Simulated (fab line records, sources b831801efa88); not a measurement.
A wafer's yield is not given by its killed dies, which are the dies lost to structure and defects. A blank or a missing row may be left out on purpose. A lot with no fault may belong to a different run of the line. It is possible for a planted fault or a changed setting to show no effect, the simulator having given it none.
A lot that was struck, set against a sound lot + flow sky130 + 15 out of 708 route steps
Sound: these wafers, L851.1, L851.2, L851.6. Wafers L866.1, L866.2, L866.6 were the ones struck. Last of all comes the cause.
Order at every step that has rows: each side's tool, ch and its chambers, its first start. Under that, the readings that differ: sound wafers + struck wafers + difference of the means + sigmas: that difference in standard deviations of wafers without a fault.
alike: readings whose means differ by less than 2 such deviations, and words and numbers that are the same on both sides. not compared: withheld readings, readings that some wafer has no value for, bounds like >300 that may hide the same value, and numbers for which the record gives no deviation and whose values overlap.
The two part at a step that has a row with sigmas, a row that says differs or no value, or rows on one side only. Non-overlapping numbers with no deviation appear without sigmas and do not part them. A reading that every wafer of one side lacks parts them only if that side has two wafers or more.

first, 2 steps without rows for these wafers: SKY_METAL2_CLEAN_23 (cleans in O3/DIW); SKY_VIA2_HDPCVD_00 (deposits SiO2, target thk 1180 nm, time 196.7 s).
SKY_VIA2_THK_MEAS_01:
  sound: film-metro-01 at day 37 04:17; struck: film-metro-01 at day 41 15:25
  alike: VIA2_HDPCVD_THK
SKY_VIA2_CMP_02: polishes SiO2.
  sound on cmp-01 ch 1,3, day 37 04:24; struck on cmp-02 ch 0,2,3, day 41 15:29
  alike: motor-current-A, slurry-filter-dp-kPa
SKY_VIA2_BOW_MEAS_03:
  sound: film-metro-04 at day 37 04:39; struck: film-metro-03 at day 41 15:47
  alike: VIA2_BOW
then, 7 steps without rows for these wafers: SKY_VIA2_DEHYDRATE_04 (time 60 s); SKY_VIA2_HMDS_05 (prime time 60 s); SKY_VIA2_COAT_06 (resist thk 60 nm); SKY_VIA2_COAT_07 (resist thk 450 nm); SKY_VIA2_SOFTBAKE_08 (time 90 s); SKY_VIA2_EXPOSE_09 (exposes mask VIM2, target cd 200 nm); SKY_VIA2_PEB_10.
SKY_VIA2_DEVELOP_11: develop time 60 s.
  sound on litho-track-04 ch 0, day 38 05:00; struck on litho-track-04 ch 0, day 42 14:00
| reading              | sound             | struck            | difference | sigmas |
|----------------------|-------------------|-------------------|------------|--------|
| developer-temp-C (C) | 20.98 21.13 20.91 | 22.76 22.74 23.08 | +1.85      | +17    |
  alike: chill-plate-temp-C
SKY_VIA2_CD_MEAS_12 targets a cd of 200 nm.
  sound: cd-sem-01 at day 38 05:56; struck: cd-sem-02 at day 42 14:35
  alike: cd-nm
-- the record jumps here: 8 days lie between the struck wafers' starts before and after (it left off in module VIA2 and takes up again in module PAD_OPEN, whose first step shown is number 708 of the route) --
SKY_PAD_OPEN_PROBE_99:
  sound: prober-02 at day 47 08:04; struck: prober-01 at day 50 14:54
  alike: defect-limited-yield, killed_at_M0_to_M3, killed_at_M4_up, killed-at-contacts, killed-at-front-end, killed-at-other, killed-dies, killed-open, killed-short, sort_bin_3_pad_short, sort_bin_5_function, sort_bin_6_memory, sort-n-pass, sort-yield-pct

WHERE THEY PART
At SKY_VIA2_DEVELOP_11 and nowhere else, as far as this record goes. Later steps at which nothing parts them and some readings are alike: SKY_VIA2_CD_MEAS_12, SKY_PAD_OPEN_PROBE_99.

WHY: the cause the simulator had injected
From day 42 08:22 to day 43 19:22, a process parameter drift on litho-track-04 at SKY_VIA2_DEVELOP_11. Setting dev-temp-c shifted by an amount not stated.
